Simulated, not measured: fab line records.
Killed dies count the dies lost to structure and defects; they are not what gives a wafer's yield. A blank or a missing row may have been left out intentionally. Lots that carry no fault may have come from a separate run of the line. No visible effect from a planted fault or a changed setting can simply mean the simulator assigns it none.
Comparing a struck lot with a sound one | flow gf180mcu | 18 steps out of a route of 602
Sound: these wafers, L577.3, L577.4, L577.5. Struck: wafer L590.1 (left out: L590.4, a lot-mate that was not struck); the cause follows at the end.
Per side, at each step with rows, come the tool, then ch with its chambers, and then its first start. Under that, the readings that differ: sound wafers | struck wafers | difference of the means | sigmas: that difference in standard deviations of wafers without a fault.
alike: readings with means less than 2 such deviations apart, plus words and numbers identical on both sides. not compared: withheld readings, readings lacking a value on some wafer, bounds such as >300 that could conceal the same value, and numbers that have no deviation in the record and whose values overlap.
The two part at a step that has a row with sigmas, a row that says differs or no value, or rows on one side only. Non-overlapping numbers with no deviation appear without sigmas and do not part them. A reading that every wafer of one side lacks parts them only if that side has two wafers or more.

first, 3 steps without rows for these wafers: GF_V1_EXPOSE_11 (exposes mask Via1, target cd 260 nm); GF_V1_PEB_12 (peb time 90 s); GF_V1_DEVELOP_13 (develop time 60 s).
GF_V1_CD_MEAS_14: target cd 260 nm.
  sound on cd-sem-01, day 18 04:25; struck on cd-sem-01, day 23 04:34
  reading    | sound             | struck | difference | sigmas
  cd-nm (nm) | 259.5 260.1 258.9 | 263.6  | +4.1       | +3
GF_V1_OVL_MEAS_15:
  sound on overlay-01, day 18 04:30; struck on overlay-01, day 23 04:41
  alike: V1_OVL
GF_V1_ETCH_16: etches BARC in N2/H2.
  sound on rie-diel-04 ch 0,3, day 18 04:32; struck on rie-diel-04 ch 3, day 23 04:43
  alike: drypump-motor-current-A, oes-product-au, throttle-valve-pct
then, 1 step without rows for these wafers: GF_V1_ETCH_17 (etches SiO2 in C4F8/O2/Ar, stops on TiN, target depth 630 nm).
GF_V1_STRIP_18: strips in O2/N2.
  sound on plasma-asher-04 ch 0,1, day 18 04:41; struck on plasma-asher-04 ch 0, day 23 04:51
  reading                | sound | struck | difference                   | sigmas
  rf-hours-counter-h (h) | - - - | 11     | no value on the sound wafers |
  alike: drypump-motor-current-A, heater-power-w, oes-product-au
then, 2 steps without rows for these wafers: GF_V1_STRIP_19 (strips in post etch residue remover, time 1200 s); GF_V1_CLEAN_20 (cleans in DIW).
GF_V1_SPUTTER_21: material Ti, target thk 15 nm, time 80.02 s.
  sound on pvd-sputter-02, day 18 05:13; struck on pvd-sputter-03, day 23 05:23
  reading                | sound          | struck | difference | sigmas
  throttle-valve-pct (%) | 28.7 29.7 29.9 | 27.4   | -2.0       | -2
  alike: chamber-pressure-pa
GF_V1_SPUTTER_22: material TiN, target thk 10 nm, time 40 s.
  sound on pvd-sputter-02, day 18 05:17; struck on pvd-sputter-03, day 23 05:27
  alike: chamber-pressure-pa, throttle-valve-pct
GF_V1_CVD_23: deposits W, target thk 350 nm, time 105.05 s.
  sound on cvd-w-02 ch 0,1, day 18 05:22; struck on cvd-w-02 ch 0, day 23 05:29
  reading                          | sound             | struck | difference | sigmas
  model.W_of_V1_CVD_23.thk-nm (nm) | 346.8 344.5 344.6 | 206    | -139       |
  alike: heater-power-w
GF_V1_RS_MEAS_24: measures by four-point-probe.
  sound on film-metro-03, day 18 05:28; struck on film-metro-03, day 23 05:36
  reading          | sound             | struck | difference | sigmas
  V1_W_RS (ohm/sq) | 0.329 0.332 0.332 | 0.560  | +0.229     | +74
GF_V1_THK_MEAS_25: measures by xrf.
  sound on film-metro-03, day 18 05:34; struck on film-metro-03, day 23 05:43
  reading       | sound       | struck | difference | sigmas
  V1_W_THK (nm) | 361 357 357 | 209    | -149       | -24
GF_V1_CMP_26: polishes, stops on SiO2, t overpolish 15 s, target thk 0 nm.
  sound on cmp-02 ch 1,2,3, day 18 05:40; struck on cmp-02 ch 2, day 23 05:50
  reading                | sound    | struck | difference | sigmas
  time-to-endpoint-s (s) | 83 86 85 | 46     | -39        | -12
  alike: motor-current-A
GF_M2_SPUTTER_00: material Ti, target thk 37.5 nm, time 150 s.
  sound on pvd-sputter-04, day 18 05:55; struck on pvd-sputter-02, day 23 06:05
  alike: chamber-pressure-pa, throttle-valve-pct
-- the record jumps here: 10 days lie between the struck wafers' starts before and after (it left off in module M2 and takes up again in module PASSIVATION, whose first step shown is number 602 of the route) --
GF_PASSIVATION_PROBE_99:
  the record has rows for the struck wafers here (prober-01, day 32 22:33) and none for the sound ones

== WHERE THEY PART ==
Last at GF_PASSIVATION_PROBE_99 as far as this record goes, first at GF_V1_CD_MEAS_14.

WHY: what had been put in by the simulator
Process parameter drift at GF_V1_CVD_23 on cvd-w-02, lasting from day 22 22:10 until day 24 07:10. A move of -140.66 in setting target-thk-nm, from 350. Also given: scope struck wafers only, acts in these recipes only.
